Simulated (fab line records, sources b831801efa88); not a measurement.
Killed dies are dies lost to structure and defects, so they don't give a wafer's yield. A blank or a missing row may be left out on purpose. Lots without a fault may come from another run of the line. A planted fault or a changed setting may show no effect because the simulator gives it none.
Problem report in the 8D (eight disciplines) form, filled by code | flow gf180mcu | the parts of the form that need people (team, actions taken, sign-off) are left out

1. THE PROBLEM
cd_nm at GF_HV_LDD_CD_MEAS_19 reads a mean of 414.8 nm on 6 wafers of 2 lots; wafers without a fault read 400.3 nm with a standard deviation of 2.6. That is +5.6 standard deviations from the usual mean.
The step: target cd 400 nm.
First seen on wafer L672.2, day 13 17:09, on cd_sem-01. The record holds 36 wafers of 12 lots with a number at this step. Rule for "out", or "out of limits": more than 4 standard deviations from the usual mean. The other wafers with a number count as sound.

2. WHAT IT IS AND WHAT IT IS NOT
question                    | is                     | is not
which readings at this step | cd_nm                  | -
which lots                  | L672, L674             | L663, L664, L665, L666, L667, L668, L669, L677, L680, L682
which wafers of those lots  | all that have a number | -
read on which gauges        | cd_sem-01, cd_sem-02   | -
when                        | from day 13 17:09      | up to then (21 sound wafers); but 9 sound wafers of L677, L680, L682 came after

3. SUSPECTS, AND WHAT RULES EACH OUT
Counting: a tool at a process step up to the reading stays a suspect if it ran every lot that is out and no sound lot after the first of them.
- the gauge at GF_HV_LDD_CD_MEAS_19: ruled out. The wafers that are out were read on 2 gauges (cd_sem-01, cd_sem-02).
- iline_stepper-01 at GF_HV_LDD_EXPOSE_16 (exposes mask Pplus LV AREA, target cd 400 nm): kept. It ran every lot that is out, first L672 (day 13 07:31), and no sound lot after that; its last sound lot up to then is L668 (day 11 20:49). Its own readings are out on those wafers: exposure_dose_mJ_cm2.
Left after counting: iline_stepper-01 at GF_HV_LDD_EXPOSE_16.

4. THE CAUSE (what the simulator had put in)
Process parameter drift: iline_stepper-01, from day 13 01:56 on, at GF_HV_LDD_EXPOSE_16. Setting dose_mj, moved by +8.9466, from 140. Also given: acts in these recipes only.
Counting left only this tool.

5. THE CHAIN OF EFFECTS, in route order
Each row: a reading whose mean over the struck wafers that have a number lies more than 3 standard deviations from the usual. Only readings for which the record gives a usual standard deviation are gone through. hours: the time from each lot's start at the first step in this table that gives one to its start at this step, as a median over the lots. sigmas: the change in usual standard deviations.
hours | step                 | reading              | usual    | on struck wafers | change | sigmas
0     | GF_HV_LDD_EXPOSE_16  | exposure_dose_mJ_cm2 | 140.04   | 149.10           | +9.06  | +60
10    | GF_HV_LDD_CD_MEAS_19 | cd_nm                | 400.3 nm | 414.8            | +14.4  | +5.6
The process steps in it:
- GF_HV_LDD_EXPOSE_16: exposes mask Pplus LV AREA, target cd 400 nm.
Later measuring or inspecting steps at which every struck wafer that the step has a row for has a number for every such reading, and none has moved that far: GF_V1_BOW_MEAS_05, GF_V1_THK_MEAS_25.

6. WHAT WOULD HAVE CAUGHT IT SOONER
In this record the first reading out of limits at a measuring or inspecting step was taken at day 13 17:09, 15 hours after the fault began at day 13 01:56.
The tool's own readings at GF_HV_LDD_EXPOSE_16 were out on every struck wafer that the step has a row for (exposure_dose_mJ_cm2): an alarm limit on them would have fired on the first of those.
Of the lots that are out (2), L674 began GF_HV_LDD_EXPOSE_16 on iline_stepper-01 after day 13 17:09. A hold on the tool at that time would have spared it.
